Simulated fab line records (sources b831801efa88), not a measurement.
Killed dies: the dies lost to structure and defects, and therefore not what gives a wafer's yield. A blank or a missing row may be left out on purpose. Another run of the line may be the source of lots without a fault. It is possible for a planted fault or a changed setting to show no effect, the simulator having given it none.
Which tool did it? || flow gf180mcu || 10 lots, 30 wafers sampled, at 5 steps of a route of 602

== WHAT THE GAUGES SHOWED, per wafer ==
GF_M5_OVL_MEAS_08.
{"lot": "L681", "measured": "day 26 00:26", "on": "overlay-01", "M5_OVL (nm)": "1 3 -1"}
{"lot": "L684", "measured": "day 27 01:34", "on": "overlay-02", "M5_OVL (nm)": "0 -7 -4"}
{"lot": "L685", "measured": "day 27 13:52", "on": "overlay-01", "M5_OVL (nm)": "0 4 1"}
{"lot": "L686", "measured": "day 28 01:41", "on": "overlay-01", "M5_OVL (nm)": "-1 -5 -3"}
{"lot": "L690", "measured": "day 29 04:59", "on": "overlay-01", "M5_OVL (nm)": "-12 -5 -9"}
{"lot": "L693", "measured": "day 29 23:37", "on": "overlay-01", "M5_OVL (nm)": "-6 2 -1"}
{"lot": "L694", "measured": "day 30 07:50", "on": "overlay-02", "M5_OVL (nm)": "-5 -6 1"}
{"lot": "L696", "measured": "day 30 18:44", "on": "overlay-01", "M5_OVL (nm)": "2 10 4"}
{"lot": "L699", "measured": "day 31 14:58", "on": "overlay-01", "M5_OVL (nm)": "-3 -5 -6"}
{"lot": "L703", "measured": "day 32 12:14", "on": "overlay-01", "M5_OVL (nm)": "0 0 -3"}

GF_TOP_METAL_RS_MEAS_05: uses a four-point probe to measure.
{"lot": "L681", "measured": "day 27 00:30", "on": "film_metro-03", "TOP_METAL_ALCU_RS (ohm/sq)": "0.0326 0.0323 0.0324"}
{"lot": "L684", "measured": "day 28 00:41", "on": "film_metro-02", "TOP_METAL_ALCU_RS (ohm/sq)": "0.0323 0.0328 0.0324"}
{"lot": "L685", "measured": "day 28 12:18", "on": "film_metro-01", "TOP_METAL_ALCU_RS (ohm/sq)": "0.0330 0.0330 0.0328"}
{"lot": "L686", "measured": "day 28 23:49", "on": "film_metro-02", "TOP_METAL_ALCU_RS (ohm/sq)": "0.0323 0.0324 0.0318"}
{"lot": "L690", "measured": "day 30 03:34", "on": "film_metro-03", "TOP_METAL_ALCU_RS (ohm/sq)": "0.0326 0.0322 0.0324"}
{"lot": "L693", "measured": "day 30 20:34", "on": "film_metro-01", "TOP_METAL_ALCU_RS (ohm/sq)": "0.0328 0.0332 0.0607"}
{"lot": "L694", "measured": "day 31 04:31", "on": "film_metro-02", "TOP_METAL_ALCU_RS (ohm/sq)": "0.0325 0.0327 0.0328"}
{"lot": "L696", "measured": "day 31 15:51", "on": "film_metro-01", "TOP_METAL_ALCU_RS (ohm/sq)": "0.0330 0.0324 0.0603"}
{"lot": "L699", "measured": "day 32 11:09", "on": "film_metro-01", "TOP_METAL_ALCU_RS (ohm/sq)": "0.0324 0.0325 0.0326"}
{"lot": "L703", "measured": "day 33 07:14", "on": "film_metro-03", "TOP_METAL_ALCU_RS (ohm/sq)": "0.0324 0.0324 0.0323"}

GF_TOP_METAL_THK_MEAS_06: measures by xrf.
{"lot": "L681", "measured": "day 27 00:36", "on": "film_metro-03", "TOP_METAL_ALCU_THK (nm)": "903 910 906"}
{"lot": "L684", "measured": "day 28 00:48", "on": "film_metro-02", "TOP_METAL_ALCU_THK (nm)": "933 918 930"}
{"lot": "L685", "measured": "day 28 12:25", "on": "film_metro-01", "TOP_METAL_ALCU_THK (nm)": "888 886 893"}
{"lot": "L686", "measured": "day 28 23:55", "on": "film_metro-02", "TOP_METAL_ALCU_THK (nm)": "932 929 945"}
{"lot": "L690", "measured": "day 30 03:40", "on": "film_metro-03", "TOP_METAL_ALCU_THK (nm)": "899 923 908"}
{"lot": "L693", "measured": "day 30 20:41", "on": "film_metro-01", "TOP_METAL_ALCU_THK (nm)": "897 883 484"}
{"lot": "L694", "measured": "day 31 04:38", "on": "film_metro-02", "TOP_METAL_ALCU_THK (nm)": "928 921 920"}
{"lot": "L696", "measured": "day 31 15:57", "on": "film_metro-01", "TOP_METAL_ALCU_THK (nm)": "882 895 485"}
{"lot": "L699", "measured": "day 32 11:16", "on": "film_metro-01", "TOP_METAL_ALCU_THK (nm)": "902 907 903"}
{"lot": "L703", "measured": "day 33 07:20", "on": "film_metro-03", "TOP_METAL_ALCU_THK (nm)": "909 909 913"}

== WHAT TOOL EACH LOT RAN ON (gives the tool, then ch and the chambers of the sampled wafers, and finally the start) ==
{"lot": "L681", "GF_M5_STRIP_11": "plasma_asher-03 ch 0,1, day 26 00:38", "GF_TOP_METAL_SPUTTER_02": "pvd_sputter-03, day 27 00:22"}
{"lot": "L684", "GF_M5_STRIP_11": "plasma_asher-04 ch 0,1, day 27 01:44", "GF_TOP_METAL_SPUTTER_02": "pvd_sputter-04, day 28 00:35"}
{"lot": "L685", "GF_M5_STRIP_11": "plasma_asher-03 ch 0,1, day 27 14:02", "GF_TOP_METAL_SPUTTER_02": "pvd_sputter-04, day 28 12:13"}
{"lot": "L686", "GF_M5_STRIP_11": "plasma_asher-03 ch 0,1, day 28 01:52", "GF_TOP_METAL_SPUTTER_02": "pvd_sputter-03, day 28 23:41"}
{"lot": "L690", "GF_M5_STRIP_11": "plasma_asher-04 ch 0, day 29 05:08", "GF_TOP_METAL_SPUTTER_02": "pvd_sputter-04, day 30 03:27"}
{"lot": "L693", "GF_M5_STRIP_11": "plasma_asher-03 ch 0,1, day 29 23:47", "GF_TOP_METAL_SPUTTER_02": "pvd_sputter-04, day 30 20:29"}
{"lot": "L694", "GF_M5_STRIP_11": "plasma_asher-04 ch 0,1, day 30 08:00", "GF_TOP_METAL_SPUTTER_02": "pvd_sputter-03, day 31 04:26"}
{"lot": "L696", "GF_M5_STRIP_11": "plasma_asher-03 ch 0,1, day 30 18:56", "GF_TOP_METAL_SPUTTER_02": "pvd_sputter-04, day 31 15:43"}
{"lot": "L699", "GF_M5_STRIP_11": "plasma_asher-04 ch 0,1, day 31 15:08", "GF_TOP_METAL_SPUTTER_02": "pvd_sputter-03, day 32 11:04"}
{"lot": "L703", "GF_M5_STRIP_11": "plasma_asher-02 ch 0,1, day 32 12:24", "GF_TOP_METAL_SPUTTER_02": "pvd_sputter-01, day 33 07:07"}
- GF_M5_STRIP_11: strips in O2/N2.
- GF_TOP_METAL_SPUTTER_02: material AlCu, target thk 900 nm, time 47.82 s.

== WHAT THE TOOLS THEMSELVES READ (means of the sampled wafers that have a number; where no wafer has one, the mark that the record gives instead) ==
GF_M5_STRIP_11.
{"lot": "L681", "tool": "plasma_asher-03", "drypump_motor_current_A (A)": 5.1, "heater_power_w (W)": 391, "oes_product_au (a.u.)": 0.544, "strip_time_to_endpoint_s (s)": 7.52}
{"lot": "L684", "tool": "plasma_asher-04", "drypump_motor_current_A (A)": 5.3, "heater_power_w (W)": 345, "oes_product_au (a.u.)": 0.545, "strip_time_to_endpoint_s (s)": 7.53}
{"lot": "L685", "tool": "plasma_asher-03", "drypump_motor_current_A (A)": 5.4, "heater_power_w (W)": 338, "oes_product_au (a.u.)": 0.543, "strip_time_to_endpoint_s (s)": 7.51}
{"lot": "L686", "tool": "plasma_asher-03", "drypump_motor_current_A (A)": 5.1, "heater_power_w (W)": 392, "oes_product_au (a.u.)": 0.545, "strip_time_to_endpoint_s (s)": 7.54}
{"lot": "L690", "tool": "plasma_asher-04", "drypump_motor_current_A (A)": 4.8, "heater_power_w (W)": 340, "oes_product_au (a.u.)": 0.545, "strip_time_to_endpoint_s (s)": 7.51}
{"lot": "L693", "tool": "plasma_asher-03", "drypump_motor_current_A (A)": 5.1, "heater_power_w (W)": 390, "oes_product_au (a.u.)": 0.544, "strip_time_to_endpoint_s (s)": 7.52}
{"lot": "L694", "tool": "plasma_asher-04", "drypump_motor_current_A (A)": 5.3, "heater_power_w (W)": 352, "oes_product_au (a.u.)": 0.548, "strip_time_to_endpoint_s (s)": 7.46}
{"lot": "L696", "tool": "plasma_asher-03", "drypump_motor_current_A (A)": 5.4, "heater_power_w (W)": 333, "oes_product_au (a.u.)": 0.545, "strip_time_to_endpoint_s (s)": 7.56}
{"lot": "L699", "tool": "plasma_asher-04", "drypump_motor_current_A (A)": 5.8, "heater_power_w (W)": 350, "oes_product_au (a.u.)": 0.545, "strip_time_to_endpoint_s (s)": 7.51}
{"lot": "L703", "tool": "plasma_asher-02", "drypump_motor_current_A (A)": 5.5, "heater_power_w (W)": 351, "oes_product_au (a.u.)": 0.543, "strip_time_to_endpoint_s (s)": 7.56}

GF_TOP_METAL_SPUTTER_02.
{"lot": "L681", "tool": "pvd_sputter-03", "throttle_valve_pct (%)": 29.9}
{"lot": "L684", "tool": "pvd_sputter-04", "throttle_valve_pct (%)": 29.4}
{"lot": "L685", "tool": "pvd_sputter-04", "throttle_valve_pct (%)": 29.1}
{"lot": "L686", "tool": "pvd_sputter-03", "throttle_valve_pct (%)": 29.5}
{"lot": "L690", "tool": "pvd_sputter-04", "throttle_valve_pct (%)": 29.8}
{"lot": "L693", "tool": "pvd_sputter-04", "throttle_valve_pct (%)": 29.1}
{"lot": "L694", "tool": "pvd_sputter-03", "throttle_valve_pct (%)": 30.0}
{"lot": "L696", "tool": "pvd_sputter-04", "throttle_valve_pct (%)": 29.4}
{"lot": "L699", "tool": "pvd_sputter-03", "throttle_valve_pct (%)": 29.6}
{"lot": "L703", "tool": "pvd_sputter-01", "throttle_valve_pct (%)": 30.3}

== THE ANSWER, worked out from the rows above alone ==
Rule: usual is defined by the lots themselves. The widest of any qualifying gaps counts: lots, ordered by their means at a reading, are off when they make up no more than a third of the lots, leave a main group of 4 or more, and stand apart from it by 3 or more times the standard deviation of that group's means. If all means in a main group match to the digits the tables above print for the reading, that group is not used. A lot without any number at a reading at which 4 lots or more have one is off too. Where the step has rows for the other lots, those lots are counted as sound. First the gauges in route order, then the tools' own readings, where a lot's mean is used as printed above. The first step at which some lot is off is used, and at that step the reading that is off furthest; a lot without a number counts as furthest.
Off: L693, L696, seen at GF_TOP_METAL_RS_MEAS_05 (TOP_METAL_ALCU_RS). Mean 0.0325 ohm/sq and standard deviation 0.00021 in the main group.
If a tool, at a process step before that reading, ran all the lots that are off and no sound lot after the first of them, it fits. Gauges at GF_TOP_METAL_RS_MEAS_05: tried the same way as those tools. Can't be told from this: 2 tools fit, plasma_asher-03 at GF_M5_STRIP_11, pvd_sputter-04 at GF_TOP_METAL_SPUTTER_02.

== WHAT THE SIMULATOR HAD INSERTED ==
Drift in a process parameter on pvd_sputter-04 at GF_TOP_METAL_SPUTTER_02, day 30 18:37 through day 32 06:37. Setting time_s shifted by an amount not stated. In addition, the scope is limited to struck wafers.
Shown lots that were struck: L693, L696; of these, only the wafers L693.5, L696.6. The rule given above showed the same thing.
